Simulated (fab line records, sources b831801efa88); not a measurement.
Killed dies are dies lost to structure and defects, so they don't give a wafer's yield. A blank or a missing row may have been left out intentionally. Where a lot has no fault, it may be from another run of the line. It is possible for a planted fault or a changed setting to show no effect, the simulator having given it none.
What tool caused it? ; flow sky130 ; 39 wafers from 13 lots sampled at 5 of the route's 708 steps

WHAT THE GAUGES SHOWED, per wafer
SKY_VT_ADJUST_LVTN_TW_MEAS_21. Usual: VT_ADJUST_LVTN_2_TW gives 187.5 (standard deviation 0.89).
lot;measured;on;VT_ADJUST_LVTN_2_TW;flag
L611;day 8 07:16;filmMetro-04;188.1 187.4 187.7;
L613;day 8 21:14;filmMetro-02;188.9 188.3 188.1;
L614;day 9 06:43;filmMetro-02;186.4 188.6 188.3;
L615;day 9 12:10;filmMetro-04;188.3 187.7 188.4;
L616;day 9 17:58;filmMetro-01;186.1 186.9 186.5;
L617;day 10 01:11;filmMetro-01;188.0 187.1 185.4;
L621;day 11 04:13;filmMetro-02;187.7 187.3 188.1;
L625;day 12 08:14;filmMetro-04;228.6 229.9 228.6;OFF
L626;day 12 15:53;filmMetro-02;228.1 229.2 228.1;OFF
L627;day 12 17:43;filmMetro-04;189.1 187.7 188.4;
L628;day 12 23:46;filmMetro-01;187.3 187.0 187.4;
L630;day 13 22:19;filmMetro-02;187.7 189.2 188.2;
L631;day 14 04:49;filmMetro-04;186.8 186.3 187.3;

SKY_VT_ADJUST_NCORE_OVL_MEAS_08. Usual: VT_ADJUST_NCORE_OVL gives 1.0 nm (standard deviation 1.4).
lot;measured;on;VT_ADJUST_NCORE_OVL (nm);flag
L611;day 9 03:51;overlay-01;2.7 2.4 1.5;
L613;day 9 19:04;overlay-01;0.1 0.3 -1.3;
L614;day 10 05:06;overlay-02;-1.2 1.2 -0.3;
L615;day 10 10:38;overlay-01;1.4 0.9 1.8;
L616;day 10 17:02;overlay-02;1.8 1.4 1.8;
L617;day 10 23:22;overlay-02;1.1 2.5 1.8;
L621;day 12 03:16;overlay-01;1.0 1.2 0.5;
L625;day 13 08:08;overlay-01;1.6 0.0 1.0;
L626;day 13 15:24;overlay-01;0.8 0.6 2.3;
L627;day 13 16:59;overlay-02;3.0 4.7 1.8;
L628;day 14 00:32;overlay-01;0.4 0.9 0.6;
L630;day 15 01:13;overlay-01;-0.5 -1.3 0.0;
L631;day 15 06:15;overlay-01;1.9 0.5 -0.1;

SKY_SONOS_ONO_THK_MEAS_03. Usual: SONOS_ONO_CVD_02_THK gives 10.53 nm (standard deviation 0.14).
lot;measured;on;SONOS_ONO_CVD_02_THK (nm);flag
L611;day 12 05:49;filmMetro-03;10.76 10.77 10.95;
L613;day 13 09:37;filmMetro-03;10.59 10.34 10.54;
L614;day 13 09:35;filmMetro-01;10.51 10.65 10.71;
L615;day 13 16:47;filmMetro-03;10.72 10.73 10.68;
L616;day 13 22:03;filmMetro-02;10.51 10.37 10.42;
L617;day 14 06:10;filmMetro-03;10.58 10.54 10.36;
L621;day 15 13:32;filmMetro-01;10.61 10.61 10.50;
L625;day 16 20:16;filmMetro-03;10.58 10.70 10.52;
L626;day 17 08:01;filmMetro-03;10.60 10.57 10.67;
L627;day 17 08:01;filmMetro-01;10.63 10.58 10.78;
L628;day 17 16:59;filmMetro-03;10.53 10.55 10.52;
L630;day 18 23:37;filmMetro-03;10.60 10.65 10.62;
L631;day 19 05:39;filmMetro-03;10.50 10.56 10.66;

EACH LOT AND THE TOOL THAT RAN IT (in order: tool; ch and the chambers of the sampled wafers; start)
lot;SKY_DNWELL_STRIP_08;SKY_VT_ADJUST_LVTN_IMPLANT_19
L611;plasmaAsher-01 ch 0,1, day 3 13:32;implanter-02 ch 0, day 8 07:01
L613;plasmaAsher-04 ch 0,1, day 4 01:43;implanter-02 ch 0, day 8 21:01
L614;plasmaAsher-04 ch 0,1, day 4 08:07;implanter-01 ch 0, day 9 06:28
L615;plasmaAsher-04 ch 0,1, day 4 13:23;implanter-01 ch 0, day 9 11:55
L616;plasmaAsher-04 ch 0,1, day 4 18:19;implanter-02 ch 0, day 9 17:43
L617;plasmaAsher-03 ch 0,1, day 4 23:35;implanter-04 ch 0, day 10 00:57
L621;plasmaAsher-01 ch 0,1, day 5 23:02;implanter-02 ch 0, day 11 03:58
L625;plasmaAsher-04 ch 0,1, day 6 19:58;implanter-04 ch 0, day 12 07:40
L626;plasmaAsher-01 ch 1, day 7 02:29;implanter-01 ch 0, day 12 15:16
L627;plasmaAsher-03 ch 0,1, day 7 05:25;implanter-01 ch 0, day 12 17:28
L628;plasmaAsher-01 ch 0,1, day 7 08:29;implanter-04 ch 0, day 12 23:32
L630;plasmaAsher-04 ch 0, day 8 03:32;implanter-04 ch 0, day 13 22:05
L631;plasmaAsher-01 ch 0,1, day 8 07:50;implanter-04 ch 0, day 14 04:34
- SKY_DNWELL_STRIP_08: strips in O2/N2.
- SKY_VT_ADJUST_LVTN_IMPLANT_19

AS READ BY THE TOOLS THEMSELVES (means over the sampled wafers that have a number; for cases with no such wafer, the mark the record gives instead)
SKY_DNWELL_STRIP_08. Usual: drypumpMotorCurrentA 5.2 A, standard deviation 0.42; oesProductAu 0.722 a.u., standard deviation 0.0041; stripTimeToEndpointS 36.93 s, standard deviation 0.11.
lot;tool;drypumpMotorCurrentA (A);oesProductAu (a.u.);stripTimeToEndpointS (s);flag
L611;plasmaAsher-01;5.0;0.722;37.02;
L613;plasmaAsher-04;5.1;0.720;36.95;
L614;plasmaAsher-04;5.1;0.719;36.90;
L615;plasmaAsher-04;5.1;0.724;37.03;
L616;plasmaAsher-04;5.1;0.724;36.98;
L617;plasmaAsher-03;5.5;0.723;37.01;
L621;plasmaAsher-01;5.0;0.721;36.96;
L625;plasmaAsher-04;5.5;0.717;36.79;
L626;plasmaAsher-01;5.1;0.726;36.96;
L627;plasmaAsher-03;5.4;0.721;37.01;
L628;plasmaAsher-01;5.1;0.722;36.94;
L630;plasmaAsher-04;5.9;0.725;36.80;
L631;plasmaAsher-01;5.0;0.721;36.81;

THE ANSWER, worked out from the rows above alone
Rule: take the mean of a lot's wafers that have a number; if it is more than 3 standard deviations from the usual mean, the lot is off. A lot without any number at a reading at which 4 lots or more have one is off too. The other lots that the step has rows for count as sound. The gauges are gone through in route order, then the tools' own readings, and for those a lot's mean is taken as printed above. At the first step where some lot is off, the reading lying furthest off is the one used; lots without a number count as furthest.
Off: at SKY_VT_ADJUST_LVTN_TW_MEAS_21 (VT_ADJUST_LVTN_2_TW), L625, L626.
A tool fits if, at a process step before that reading, it ran every lot that is off, and no sound lot after the first of them. The gauges at SKY_VT_ADJUST_LVTN_TW_MEAS_21 are tried like those tools. Of those tried, none fits.

WHAT THE SIMULATOR HAD PUT IN
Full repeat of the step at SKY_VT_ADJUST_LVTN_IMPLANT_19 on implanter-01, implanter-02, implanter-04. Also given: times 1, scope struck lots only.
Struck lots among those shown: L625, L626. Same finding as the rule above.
